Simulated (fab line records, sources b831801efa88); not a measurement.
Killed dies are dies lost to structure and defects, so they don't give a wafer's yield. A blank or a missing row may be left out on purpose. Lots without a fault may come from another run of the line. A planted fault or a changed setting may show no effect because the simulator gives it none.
A struck lot beside a sound one | flow sky130 | 43 steps out of a route of 708
Sound: wafers L381.1, L381.2, L381.6. Struck: wafers L386.3, L386.4, L386.5. The cause comes at the end.
At each step with rows: each side's tool, then ch and its chambers, then its first start. Under that, the readings that differ: sound wafers | struck wafers | difference of the means | sigmas: that difference in standard deviations of wafers without a fault.
alike: readings whose means differ by less than 2 such deviations, and words and numbers that are the same on both sides. not compared: withheld readings, readings that some wafer has no value for, bounds like >300 that may hide the same value, and numbers for which the record gives no deviation and whose values overlap.
The two part at a step that has a row with sigmas, a row that says differs or no value, or rows on one side only. Numbers that don't overlap but have no deviation are shown without sigmas and don't part them. A reading that every wafer of one side lacks parts them only if that side has two wafers or more.

first, 4 steps without rows for these wafers: SKY_VIA1_STRIP_16 (strips in O2/N2); SKY_VIA1_STRIP_17 (strips in post etch residue remover, time 1200 s); SKY_VIA1_CLEAN_18 (cleans in IPA, time 180 s); SKY_VIA1_CLEAN_19 (cleans in O3/DIW).
SKY_VIA1_SPUTTER_20: material TiN, target thk 20 nm, time 80 s.
  sound on pvd_sputter-04, day 35 11:13; struck on pvd_sputter-04, day 37 12:51
  alike: throttle_valve_pct
then, 1 step without rows for these wafers: SKY_VIA1_CVD_21 (deposits W, target thk 270 nm, time 80.902 s).
SKY_VIA1_RS_MEAS_22: measures by four-point-probe.
  sound on film_metro-02, day 35 11:23; struck on film_metro-03, day 37 13:03
  alike: VIA1_W_RS
SKY_VIA1_THK_MEAS_23: measures by xrf.
  sound on film_metro-02, day 35 11:30; struck on film_metro-03, day 37 13:09
  alike: VIA1_W_THK
then, 1 step without rows for these wafers: SKY_VIA1_CMP_24 (polishes, stops on SiO2, t overpolish 15 s, target thk 0 nm).
SKY_METAL2_SPUTTER_00: material Ti, target thk 15 nm, time 10 s.
  sound on pvd_sputter-02, day 35 11:52; struck on pvd_sputter-01, day 37 13:29
  alike: throttle_valve_pct
then, 1 step without rows for these wafers: SKY_METAL2_SPUTTER_01 (material TiN, target thk 20 nm, time 16.7 s).
SKY_METAL2_SPUTTER_02: material AlCu, target thk 250 nm, time 13.3 s.
  sound on pvd_sputter-02, day 35 11:54; struck on pvd_sputter-01, day 37 13:32
  alike: throttle_valve_pct
SKY_METAL2_SPUTTER_03: material Ti, target thk 5 nm, time 3.208 s.
  sound on pvd_sputter-02, day 35 11:56; struck on pvd_sputter-01, day 37 13:34
  alike: throttle_valve_pct
then, 1 step without rows for these wafers: SKY_METAL2_SPUTTER_04 (material TiN, target thk 70 nm, time 58.3 s).
SKY_METAL2_RS_MEAS_05: measures by four-point-probe.
  sound on film_metro-01, day 35 12:00; struck on film_metro-01, day 37 13:40
  alike: METAL2_ALCU_RS
SKY_METAL2_THK_MEAS_06: measures by xrf.
  sound on film_metro-01, day 35 12:07; struck on film_metro-01, day 37 13:46
  alike: METAL2_ALCU_THK
then, 8 steps without rows for these wafers: SKY_METAL2_DEHYDRATE_07 (time 60 s); SKY_METAL2_HMDS_08 (prime time 60 s); SKY_METAL2_COAT_09 (resist thk 60 nm); SKY_METAL2_COAT_10 (resist thk 450 nm); SKY_METAL2_SOFTBAKE_11 (time 90 s); SKY_METAL2_EXPOSE_12 (exposes mask MM2, target cd 140 nm); SKY_METAL2_PEB_13; SKY_METAL2_DEVELOP_14 (develop time 60 s).
SKY_METAL2_CD_MEAS_15: target cd 140 nm.
  sound on cd_sem-02, day 36 14:08; struck on cd_sem-02, day 38 15:50
  alike: cd_nm
SKY_METAL2_OVL_MEAS_16:
  sound on overlay-01, day 36 14:15; struck on overlay-01, day 38 15:55
  reading         | sound  | struck  | difference | sigmas
  METAL2_OVL (nm) | 3 0 -1 | 7 13 12 | +10        | +2
then, 1 step without rows for these wafers: SKY_METAL2_DESCUM_17 (chemistry O2, time 8 s).
SKY_METAL2_ETCH_18: etches BARC in N2/H2, stops on SiO2, time 45.9 s, target depth 60 nm.
  sound on rie_metal-04 ch 0,1, day 36 14:19; struck on rie_metal-01 ch 0,1, day 38 16:00
  alike: chamber_pressure_mTorr, drypump_motor_current_A, oes_product_au, throttle_valve_pct
  not compared: rf_hours_counter_h
SKY_METAL2_METAL_ETCH_19: etches the open film in Cl2/BCl3, stops on SiO2, target depth 360 nm, time 78 s.
  sound on rie_metal-04 ch 0,1, day 36 14:23; struck on rie_metal-01 ch 0,1, day 38 16:04
  alike: chamber_pressure_mTorr, drypump_motor_current_A, oes_product_au, throttle_valve_pct
  not compared: rf_hours_counter_h
then, 5 steps without rows for these wafers: SKY_METAL2_STRIP_20 (strips in O2/N2); SKY_METAL2_STRIP_21 (strips in post etch residue remover, time 1200 s); SKY_METAL2_CLEAN_22 (cleans in IPA, time 180 s); SKY_METAL2_CLEAN_23 (cleans in O3/DIW); SKY_VIA2_HDPCVD_00 (deposits SiO2, target thk 1180 nm, time 196.7 s).
SKY_VIA2_THK_MEAS_01:
  sound on film_metro-02, day 36 15:16; struck on film_metro-02, day 38 16:58
  reading              | sound          | struck         | difference | sigmas
  VIA2_HDPCVD_THK (nm) | 1169 1166 1174 | 1205 1192 1213 | +34        | +3
then, 1 step without rows for these wafers: SKY_VIA2_CMP_02 (polishes SiO2).
SKY_VIA2_BOW_MEAS_03:
  sound on film_metro-01, day 36 15:38; struck on film_metro-03, day 38 17:20
  alike: VIA2_BOW
then, 5 steps without rows for these wafers: SKY_VIA2_DEHYDRATE_04 (time 60 s); SKY_VIA2_HMDS_05 (prime time 60 s); SKY_VIA2_COAT_06 (resist thk 60 nm); SKY_VIA2_COAT_07 (resist thk 450 nm); SKY_VIA2_SOFTBAKE_08 (time 90 s).
-- the record jumps here: 10 days lie between the struck wafers' starts before and after (it left off in module VIA2 and takes up again in module PAD_OPEN, whose first step shown is number 708 of the route) --
SKY_PAD_OPEN_PROBE_99:
  sound on prober-02, day 46 23:27; struck on prober-02, day 48 12:25
  reading                               | sound               | struck            | difference | sigmas
  defect_limited_yield (%)              | 82.7 81.1 84.1      | 74.2 73.0 72.8    | -9.3       | -5
  killed_at_M0_to_M3                    | 49 41 40            | 82 78 80          | +37        | +6
  killed_dies                           | 85 93 78            | 127 133 134       | +46        | +5
  sort_bin_3_pad_short (%)              | 0.6 0.8 0.4         | 1.8 2.8 1.2       | +1.3       | +3
  sort_bin_5_function (%)               | 11.8 12.4 10.0      | 19.1 16.7 18.1    | +6.6       | +4
  sort_n_pass                           | 407 399 414         | 365 359 358       | -46        | -5
  sort_yield_pct (%)                    | 82.7 81.1 84.1      | 74.2 73.0 72.8    | -9.3       | -5
  model.etest.tester.sort_n_pass        | 407 399 414         | 365 359 358       | -46        |
  model.etest.tester.sort_yield_pct (%) | 82.72 81.1 84.15    | 74.19 72.97 72.76 | -9.35      |
  model.etest.tester.sort_bin_5_pct (%) | 11.79 12.4 9.959    | 19.11 16.67 18.09 | +6.57      |
  model.etest.tester.sort_bin_3_pct (%) | 0.6098 0.813 0.4065 | 1.829 2.846 1.22  | +1.355     |
  alike: killed_at_M4_up, killed_at_contacts, killed_at_front_end, killed_at_other, killed_open, killed_short, sort_bin_6_memory

WHERE THEY PART
First at SKY_METAL2_OVL_MEAS_16; last, within this record, at SKY_PAD_OPEN_PROBE_99.

WHY: what the simulator had put in
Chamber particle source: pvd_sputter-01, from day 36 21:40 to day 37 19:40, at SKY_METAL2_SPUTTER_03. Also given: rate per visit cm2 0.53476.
